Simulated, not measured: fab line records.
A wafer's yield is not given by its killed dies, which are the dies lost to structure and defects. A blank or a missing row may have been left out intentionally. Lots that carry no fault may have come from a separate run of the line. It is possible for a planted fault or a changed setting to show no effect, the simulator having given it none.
Which tool did it?	flow gf180mcu	30 wafers from 10 lots sampled at 5 of the route's 602 steps

## WHAT EACH GAUGE READ, for each wafer
GF_V1_THK_MEAS_01. Usual: V1_CVD_00_THK 604 nm, standard deviation 6.2.
lot	measured	on	V1_CVD_00_THK (nm)	flag
L929	day 17 03:23	filmMetro-03	609 608 607	
L930	day 17 13:56	filmMetro-04	608 607 602	
L931	day 18 05:58	filmMetro-01	595 598 601	
L932	day 18 16:51	filmMetro-04	611 603 604	
L933	day 19 01:32	filmMetro-03	605 608 615	
L941	day 21 21:45	filmMetro-01	605 612 614	
L946	day 23 20:17	filmMetro-03	603 598 600	
L947	day 24 21:35	filmMetro-03	612 602 601	
L950	day 24 22:20	filmMetro-04	578 595 597	
L951	day 25 00:05	filmMetro-01	603 609 606	

GF_M3_RS_MEAS_05: a four-point-probe measurement. Usual: M3_ALCU_RS 0.0697 ohm/sq, standard deviation 0.00079.
lot	measured	on	M3_ALCU_RS (ohm/sq)	flag
L929	day 20 06:18	filmMetro-03	0.0694 0.0705 0.0704	
L930	day 20 19:03	filmMetro-04	0.0694 0.0698 0.0697	
L931	day 21 11:18	filmMetro-03	0.0700 0.0698 0.0705	
L932	day 21 22:56	filmMetro-03	0.0688 0.0691 0.0697	
L933	day 22 06:27	filmMetro-03	0.0698 0.0699 0.0703	
L941	day 25 01:40	filmMetro-03	0.0715 0.0868 0.0710	OFF
L946	day 26 21:19	filmMetro-03	0.0689 0.0687 0.0694	
L947	day 27 20:14	filmMetro-02	0.0689 0.0690 0.0697	
L950	day 27 21:01	filmMetro-03	0.0703 0.0707 0.0706	
L951	day 27 22:14	filmMetro-02	0.0682 0.0692 0.0685	

GF_M3_THK_MEAS_06: measures by xrf. Usual: M3_ALCU_THK 448 nm, standard deviation 5.4.
lot	measured	on	M3_ALCU_THK (nm)	flag
L929	day 20 06:25	filmMetro-03	449 444 443	
L930	day 20 19:10	filmMetro-04	451 449 451	
L931	day 21 11:25	filmMetro-03	441 445 440	
L932	day 21 23:02	filmMetro-03	452 451 449	
L933	day 22 06:34	filmMetro-03	448 446 444	
L941	day 25 01:47	filmMetro-03	434 373 437	OFF
L946	day 26 21:25	filmMetro-03	451 458 453	
L947	day 27 20:22	filmMetro-02	451 452 447	
L950	day 27 21:08	filmMetro-03	446 443 444	
L951	day 27 22:22	filmMetro-02	457 453 456	

## WHICH TOOL RAN EACH LOT (tool, then ch and the chambers of the sampled wafers, then the start)
lot	GF_M2_STRIP_17	GF_M3_SPUTTER_02
L929	plasmaAsher-04 ch 0,1, day 19 03:56	pvdSputter-03, day 20 06:13
L930	plasmaAsher-01 ch 0,1, day 19 15:43	pvdSputter-01, day 20 18:56
L931	plasmaAsher-04 ch 0,1, day 20 08:11	pvdSputter-02, day 21 11:11
L932	plasmaAsher-02 ch 1, day 20 19:26	pvdSputter-01, day 21 22:49
L933	plasmaAsher-04 ch 0,1, day 21 04:05	pvdSputter-02, day 22 06:22
L941	plasmaAsher-02 ch 1, day 23 21:52	pvdSputter-02, day 25 01:34
L946	plasmaAsher-04 ch 0, day 25 21:22	pvdSputter-01, day 26 21:12
L947	plasmaAsher-02 ch 0,1, day 26 20:22	pvdSputter-01, day 27 20:09
L950	plasmaAsher-04 ch 0,1, day 26 21:50	pvdSputter-03, day 27 20:55
L951	plasmaAsher-04 ch 0, day 26 22:50	pvdSputter-01, day 27 22:09
- GF_M2_STRIP_17: strips in O2/N2.
- GF_M3_SPUTTER_02: material AlCu, target thk 450 nm, time 23.9 s.

## AS READ BY THE TOOLS THEMSELVES (means over the sampled wafers that have a number; for cases with no such wafer, the mark the record gives instead)
GF_M2_STRIP_17. Usual: drypumpMotorCurrentA 5.6 A, standard deviation 0.47; heaterPowerW 331 W, standard deviation 26; o2FlowSccm 3000 sccm, standard deviation 9.6; oesProductAu 0.537 a.u., standard deviation 0.0049; platenTempC 250.02 C, standard deviation 0.2; stripTimeToEndpointS 7.38 s, standard deviation 0.046.
lot	tool	drypumpMotorCurrentA (A)	heaterPowerW (W)	o2FlowSccm (sccm)	oesProductAu (a.u.)	platenTempC (C)	stripTimeToEndpointS (s)	flag
L929	plasmaAsher-04	5.8	341	3004	0.538	249.95	7.47	
L930	plasmaAsher-01	6.2	338	2994	0.535	250.12	7.38	
L931	plasmaAsher-04	5.5	326	2998	0.535	250.12	7.30	
L932	plasmaAsher-02	5.5	365	3004	0.537	249.99	7.42	
L933	plasmaAsher-04	5.8	336	3010	0.537	250.24	7.41	
L941	plasmaAsher-02	5.5	369	3001	0.541	249.99	7.42	
L946	plasmaAsher-04	5.3	308	2993	0.531	249.59	7.40	
L947	plasmaAsher-02	5.2	337	3005	0.538	250.06	7.36	
L950	plasmaAsher-04	5.8	343	3000	0.537	249.95	7.39	
L951	plasmaAsher-04	5.3	309	2996	0.535	250.09	7.36	

GF_M3_SPUTTER_02. Usual: cathodeDcPowerW 10600 W, standard deviation 1.9; throttleValvePct 29.8 %, standard deviation 0.7.
lot	tool	cathodeDcPowerW (W)	throttleValvePct (%)	flag
L929	pvdSputter-03	10599	29.4	
L930	pvdSputter-01	10601	29.7	
L931	pvdSputter-02	10601	29.8	
L932	pvdSputter-01	10600	29.3	
L933	pvdSputter-02	10601	30.3	
L941	pvdSputter-02	10600	29.4	
L946	pvdSputter-01	10598	29.4	
L947	pvdSputter-01	10601	29.8	
L950	pvdSputter-03	10601	29.5	
L951	pvdSputter-01	10600	29.2	

## THE ANSWER, worked out from the rows above alone
Rule: a lot counts as off when the mean over its wafers that have a number is more than 3 standard deviations away from the usual mean. Also off: a lot with no number at a reading for which 4 or more lots have one. Where the step has rows for the other lots, those lots are counted as sound. After the gauges, taken in route order, come the tools' own readings; for these a lot's mean is taken, as printed above. The first step at which some lot is off is used, and at that step the reading that is off furthest; a lot without a number counts as furthest.
Off: L941, seen at GF_M3_RS_MEAS_05 (M3_ALCU_RS).
If a tool, at a process step before that reading, ran all the lots that are off and no sound lot after the first of them, it fits. Gauges at GF_M3_RS_MEAS_05: tried the same way as those tools. One candidate fits, namely pvdSputter-02 at GF_M3_SPUTTER_02. Its last sound lot is L933 (day 22 06:22), its first lot that is off L941 (day 25 01:34): a fault that began between those two fits.

## WHAT THE SIMULATOR HAD PUT IN
Site profile drift: pvdSputter-02, from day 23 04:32 on, at GF_M3_SPUTTER_02. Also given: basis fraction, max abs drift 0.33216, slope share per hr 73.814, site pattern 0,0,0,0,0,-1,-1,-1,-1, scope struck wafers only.
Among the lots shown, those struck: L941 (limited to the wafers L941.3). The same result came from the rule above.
